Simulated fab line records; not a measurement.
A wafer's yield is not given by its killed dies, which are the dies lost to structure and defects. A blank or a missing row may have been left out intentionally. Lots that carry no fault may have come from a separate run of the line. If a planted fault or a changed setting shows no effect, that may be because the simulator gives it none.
Which tool did it? | flow sky130 | 14 lots with 42 wafers sampled at 5 steps, on a route of 708 steps

## WHAT EACH GAUGE READ, for each wafer
SKY_LDD_HVP_OVL_MEAS_07.
lot  | measured     | on         | LDD_HVP_OVL (nm)
L595 | day 22 07:43 | overlay-01 | 0.6 0.4 0.5
L596 | day 22 12:45 | overlay-02 | 0.3 -0.2 1.4
L598 | day 23 09:17 | overlay-01 | -0.6 0.5 -0.5
L601 | day 24 11:50 | overlay-01 | 3.4 1.1 1.6
L602 | day 25 00:53 | overlay-02 | -0.1 1.9 -0.1
L607 | day 26 11:41 | overlay-02 | -0.6 1.2 0.4
L609 | day 27 10:02 | overlay-02 | 0.1 -0.2 0.4
L610 | day 27 21:27 | overlay-02 | 1.4 2.5 1.2
L612 | day 28 14:24 | overlay-02 | -0.6 -1.4 -2.2
L611 | day 28 15:14 | overlay-02 | 1.1 0.7 0.9
L614 | day 28 18:23 | overlay-02 | 0.1 -0.4 1.5
L613 | day 29 01:26 | overlay-01 | -0.4 0.3 0.8
L615 | day 29 05:20 | overlay-01 | 1.5 1.7 -0.1
L616 | day 29 18:17 | overlay-01 | -0.3 0.7 2.0

SKY_SPACER_THK_MEAS_01.
lot  | measured     | on           | SPACER_CVD_00_THK (nm)
L595 | day 23 16:34 | filmMetro-01 | 44.2 44.0 43.6
L596 | day 23 21:53 | filmMetro-04 | 43.3 43.6 43.2
L598 | day 24 18:07 | filmMetro-01 | 43.2 43.2 43.2
L601 | day 25 20:23 | filmMetro-01 | 43.6 43.3 43.1
L602 | day 26 09:03 | filmMetro-03 | 43.5 43.6 43.4
L607 | day 27 20:19 | filmMetro-04 | 43.1 42.6 42.9
L609 | day 28 18:14 | filmMetro-04 | 43.3 43.6 43.5
L610 | day 29 05:39 | filmMetro-03 | 43.3 43.4 43.2
L612 | day 29 22:28 | filmMetro-03 | 42.6 42.4 42.5
L611 | day 29 22:29 | filmMetro-01 | 43.0 43.3 43.0
L614 | day 29 23:48 | filmMetro-01 | 43.2 43.0 42.6
L613 | day 30 07:40 | filmMetro-04 | 42.9 43.0 43.0
L615 | day 30 10:54 | filmMetro-04 | 43.3 43.0 43.3
L616 | day 30 23:51 | filmMetro-04 | 43.3 43.2 42.9

SKY_SD_P_TW_MEAS_11.
lot  | measured     | on           | SD_P_TW
L595 | day 26 04:16 | filmMetro-04 | 2881 2873 2859
L596 | day 26 08:59 | filmMetro-01 | 2834 2852 2843
L598 | day 27 06:05 | filmMetro-01 | 2851 2850 2862
L601 | day 28 06:52 | filmMetro-01 | 2870 2861 2873
L602 | day 28 18:31 | filmMetro-01 | 2865 2890 2860
L607 | day 30 05:01 | filmMetro-04 | 2865 2874 2873
L609 | day 31 01:37 | filmMetro-01 | 2873 2881 2873
L610 | day 31 12:23 | filmMetro-01 | 2871 2874 2858
L612 | day 32 09:07 | filmMetro-02 | 2812 2818 2810
L611 | day 32 08:49 | filmMetro-01 | 2849 2843 2840
L614 | day 32 10:01 | filmMetro-01 | 2836 2852 2835
L613 | day 32 13:19 | filmMetro-04 | 2880 2871 2880
L615 | day 32 16:31 | filmMetro-04 | 2873 2858 2862
L616 | day 33 05:16 | filmMetro-02 | 2812 2818 2805

SKY_RES_XHIGH_TW_MEAS_09.
lot  | measured     | on           | RES_XHIGH_TW
L595 | day 27 08:49 | filmMetro-04 | 1658 1658 1656
L596 | day 27 13:50 | filmMetro-01 | 1650 1645 1654
L598 | day 28 10:23 | filmMetro-04 | 1666 1658 1664
L601 | day 29 10:47 | filmMetro-04 | 30 30 30
L602 | day 29 22:57 | filmMetro-01 | 31 30 31
L607 | day 31 08:10 | filmMetro-02 | 1630 1629 1637
L609 | day 32 04:30 | filmMetro-01 | 1650 1641 1638
L610 | day 32 15:19 | filmMetro-01 | 1648 1653 1648
L612 | day 33 11:32 | filmMetro-01 | 1659 1665 1661
L611 | day 33 11:00 | filmMetro-01 | 1664 1667 1668
L614 | day 33 11:50 | filmMetro-02 | 1638 1644 1641
L613 | day 33 15:43 | filmMetro-02 | 1638 1623 1629
L615 | day 33 19:00 | filmMetro-02 | 1636 1632 1636
L616 | day 34 07:56 | filmMetro-01 | 1663 1665 1666

## TOOL THAT RAN EACH LOT (tool first, then ch and the chambers of the sampled wafers, then the start)
lot  | SKY_RES_XHIGH_DEVELOP_06
L595 | lithoTrack-04 ch 0, day 27 08:27
L596 | lithoTrack-02 ch 0, day 27 13:26
L598 | lithoTrack-02 ch 0, day 28 09:59
L601 | lithoTrack-03, day 29 10:23
L602 | lithoTrack-04, day 29 22:33
L607 | lithoTrack-04 ch 0, day 31 07:47
L609 | lithoTrack-04 ch 0, day 32 04:06
L610 | lithoTrack-02 ch 0, day 32 14:53
L612 | lithoTrack-03 ch 0, day 33 11:08
L611 | lithoTrack-02 ch 0, day 33 10:37
L614 | lithoTrack-03 ch 0, day 33 11:26
L613 | lithoTrack-04 ch 0, day 33 15:20
L615 | lithoTrack-04 ch 0, day 33 18:36
L616 | lithoTrack-02 ch 0, day 34 07:32
- SKY_RES_XHIGH_DEVELOP_06: develop time 60 s.

## WHAT THE TOOLS THEMSELVES READ (means of the sampled wafers that have a number; where no wafer has one, the mark that the record gives instead)
SKY_RES_XHIGH_DEVELOP_06.
lot  | tool          | chillPlateTempC (C) | exhaustPa (Pa)
L595 | lithoTrack-04 | 22.86               | 45.3
L596 | lithoTrack-02 | 23.06               | 45.4
L598 | lithoTrack-02 | 22.97               | 46.0
L601 | lithoTrack-03 | -                   | -
L602 | lithoTrack-04 | -                   | -
L607 | lithoTrack-04 | 22.87               | 45.2
L609 | lithoTrack-04 | 23.07               | 44.6
L610 | lithoTrack-02 | 23.09               | 44.9
L612 | lithoTrack-03 | 23.11               | 45.0
L611 | lithoTrack-02 | 22.99               | 45.0
L614 | lithoTrack-03 | 22.96               | 45.4
L613 | lithoTrack-04 | 23.04               | 44.5
L615 | lithoTrack-04 | 23.00               | 43.7
L616 | lithoTrack-02 | 23.03               | 45.6

## THE ANSWER, worked out from the rows above alone
Rule: usual is defined by the lots themselves. Put in order of their means at a reading, lots are off if they are a third of the lots or fewer, leave a main group of 4 or more, and stand apart from it by a gap of 3 or more times the standard deviation of the main group's means; of several such gaps the widest counts. If all means in a main group match to the digits the tables above print for the reading, that group is not used. A lot without any number at a reading at which 4 lots or more have one is off too. Where the step has rows for the other lots, those lots are counted as sound. After the gauges, taken in route order, come the tools' own readings; for these a lot's mean is taken, as printed above. The first step at which some lot is off is used, and at that step the reading that is off furthest; a lot without a number counts as furthest.
Off: L601, L602, seen at SKY_RES_XHIGH_TW_MEAS_09 (RES_XHIGH_TW). Main group: mean 1649, sd 13.
If a tool, at a process step before that reading, ran all the lots that are off and no sound lot after the first of them, it fits. The gauges at SKY_RES_XHIGH_TW_MEAS_09 aren't tried: what is off there is off at SKY_RES_XHIGH_DEVELOP_06 too, on other tools, and a gauge's error can't cause that. Not one of the candidates tried fits.

## WHAT THE SIMULATOR HAD INSERTED
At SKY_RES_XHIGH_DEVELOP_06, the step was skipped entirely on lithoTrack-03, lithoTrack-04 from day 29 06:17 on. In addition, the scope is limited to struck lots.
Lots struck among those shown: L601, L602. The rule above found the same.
